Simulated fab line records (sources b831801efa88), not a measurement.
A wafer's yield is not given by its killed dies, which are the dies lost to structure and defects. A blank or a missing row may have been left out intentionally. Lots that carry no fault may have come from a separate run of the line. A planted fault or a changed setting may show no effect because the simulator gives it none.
The tool behind it: which one? || flow gf180mcu || Sampling: 11 lots, 33 wafers, 2 of 602 route steps

WHAT THE GAUGES READ, wafer by wafer
GF_V4_THK_MEAS_25: measures by xrf. Usual: V4_W_THK gives 358 nm (standard deviation 5.1).
{"lot": "L725", "measured": "day 25 05:20", "on": "film_metro-04", "V4_W_THK (nm)": "357 361 362", "flag": ""}
{"lot": "L726", "measured": "day 25 06:01", "on": "film_metro-03", "V4_W_THK (nm)": "360 354 354", "flag": ""}
{"lot": "L729", "measured": "day 26 04:36", "on": "film_metro-01", "V4_W_THK (nm)": "351 358 353", "flag": ""}
{"lot": "L730", "measured": "day 26 14:02", "on": "film_metro-03", "V4_W_THK (nm)": "352 354 359", "flag": ""}
{"lot": "L731", "measured": "day 26 23:57", "on": "film_metro-04", "V4_W_THK (nm)": "354 356 355", "flag": ""}
{"lot": "L732", "measured": "day 27 00:26", "on": "film_metro-03", "V4_W_THK (nm)": "362 353 357", "flag": ""}
{"lot": "L735", "measured": "day 28 03:17", "on": "film_metro-01", "V4_W_THK (nm)": "355 360 363", "flag": ""}
{"lot": "L742", "measured": "day 30 04:44", "on": "film_metro-03", "V4_W_THK (nm)": "366 367 369", "flag": ""}
{"lot": "L743", "measured": "day 30 11:04", "on": "film_metro-03", "V4_W_THK (nm)": "357 365 361", "flag": ""}
{"lot": "L746", "measured": "day 31 02:41", "on": "film_metro-04", "V4_W_THK (nm)": "345 352 354", "flag": ""}
{"lot": "L747", "measured": "day 31 09:52", "on": "film_metro-01", "V4_W_THK (nm)": "363 349 361", "flag": ""}

WHAT TOOL EACH LOT RAN ON (gives the tool, then ch and the chambers of the sampled wafers, and finally the start)
{"lot": "L725", "GF_V4_SPUTTER_21": "pvd_sputter-01, day 25 05:00"}
{"lot": "L726", "GF_V4_SPUTTER_21": "pvd_sputter-02, day 25 05:41"}
{"lot": "L729", "GF_V4_SPUTTER_21": "pvd_sputter-02, day 26 04:15"}
{"lot": "L730", "GF_V4_SPUTTER_21": "pvd_sputter-03, day 26 13:42"}
{"lot": "L731", "GF_V4_SPUTTER_21": "pvd_sputter-03, day 26 23:37"}
{"lot": "L732", "GF_V4_SPUTTER_21": "pvd_sputter-02, day 27 00:05"}
{"lot": "L735", "GF_V4_SPUTTER_21": "pvd_sputter-02, day 28 02:57"}
{"lot": "L742", "GF_V4_SPUTTER_21": "pvd_sputter-03, day 30 04:16"}
{"lot": "L743", "GF_V4_SPUTTER_21": "pvd_sputter-01, day 30 10:44"}
{"lot": "L746", "GF_V4_SPUTTER_21": "pvd_sputter-03, day 31 02:20"}
{"lot": "L747", "GF_V4_SPUTTER_21": "pvd_sputter-03, day 31 09:32"}
- GF_V4_SPUTTER_21: material Ti, target thk 15 nm, time 80.02 s.

AS READ BY THE TOOLS THEMSELVES (means over the sampled wafers that have a number; for cases with no such wafer, the mark the record gives instead)
GF_V4_SPUTTER_21. Usual: cathode_dc_power_W 2500.0 W, standard deviation 0.44; chamber_pressure_pa 5.000 Pa, standard deviation 0.0096; substrate_temp_c 200.02 C, standard deviation 0.16; throttle_valve_pct 30.0 %, standard deviation 0.75.
{"lot": "L725", "tool": "pvd_sputter-01", "cathode_dc_power_W (W)": 2500.3, "chamber_pressure_pa (Pa)": 5.002, "substrate_temp_c (C)": 200.04, "throttle_valve_pct (%)": 30.3, "flag": ""}
{"lot": "L726", "tool": "pvd_sputter-02", "cathode_dc_power_W (W)": 2499.9, "chamber_pressure_pa (Pa)": 4.994, "substrate_temp_c (C)": 199.97, "throttle_valve_pct (%)": 29.6, "flag": ""}
{"lot": "L729", "tool": "pvd_sputter-02", "cathode_dc_power_W (W)": 2500.0, "chamber_pressure_pa (Pa)": 4.991, "substrate_temp_c (C)": 199.94, "throttle_valve_pct (%)": 29.2, "flag": ""}
{"lot": "L730", "tool": "pvd_sputter-03", "cathode_dc_power_W (W)": 2500.0, "chamber_pressure_pa (Pa)": 4.993, "substrate_temp_c (C)": 200.08, "throttle_valve_pct (%)": 30.3, "flag": ""}
{"lot": "L731", "tool": "pvd_sputter-03", "cathode_dc_power_W (W)": 2499.7, "chamber_pressure_pa (Pa)": 5.000, "substrate_temp_c (C)": 200.03, "throttle_valve_pct (%)": 30.5, "flag": ""}
{"lot": "L732", "tool": "pvd_sputter-02", "cathode_dc_power_W (W)": 2500.1, "chamber_pressure_pa (Pa)": 5.002, "substrate_temp_c (C)": 200.06, "throttle_valve_pct (%)": 29.5, "flag": ""}
{"lot": "L735", "tool": "pvd_sputter-02", "cathode_dc_power_W (W)": 2500.0, "chamber_pressure_pa (Pa)": 4.992, "substrate_temp_c (C)": 199.93, "throttle_valve_pct (%)": 29.8, "flag": ""}
{"lot": "L742", "tool": "pvd_sputter-03", "cathode_dc_power_W (W)": 2499.9, "chamber_pressure_pa (Pa)": 4.992, "substrate_temp_c (C)": 200.28, "throttle_valve_pct (%)": 30.3, "flag": ""}
{"lot": "L743", "tool": "pvd_sputter-01", "cathode_dc_power_W (W)": 2500.0, "chamber_pressure_pa (Pa)": 5.007, "substrate_temp_c (C)": 200.00, "throttle_valve_pct (%)": 30.2, "flag": ""}
{"lot": "L746", "tool": "pvd_sputter-03", "cathode_dc_power_W (W)": 2500.1, "chamber_pressure_pa (Pa)": 5.006, "substrate_temp_c (C)": 200.05, "throttle_valve_pct (%)": 30.3, "flag": ""}
{"lot": "L747", "tool": "pvd_sputter-03", "cathode_dc_power_W (W)": 2500.0, "chamber_pressure_pa (Pa)": 4.990, "substrate_temp_c (C)": 200.05, "throttle_valve_pct (%)": 29.7, "flag": ""}

THE ANSWER, worked out from the rows above alone
Rule: lot off if the mean of its wafers having a number is beyond 3 standard deviations from the usual mean. A lot without any number at a reading at which 4 lots or more have one is off too. All remaining lots with rows at the step are treated as sound. Order of review: gauges by route order, followed by the tools' own readings, for which a lot's mean as printed above is used. The first step at which some lot is off is used, and at that step the reading that is off furthest; a lot without a number counts as furthest.
Nothing can be told from this: no lot is off at any reading shown.

WHAT WAS PUT IN BY THE SIMULATOR
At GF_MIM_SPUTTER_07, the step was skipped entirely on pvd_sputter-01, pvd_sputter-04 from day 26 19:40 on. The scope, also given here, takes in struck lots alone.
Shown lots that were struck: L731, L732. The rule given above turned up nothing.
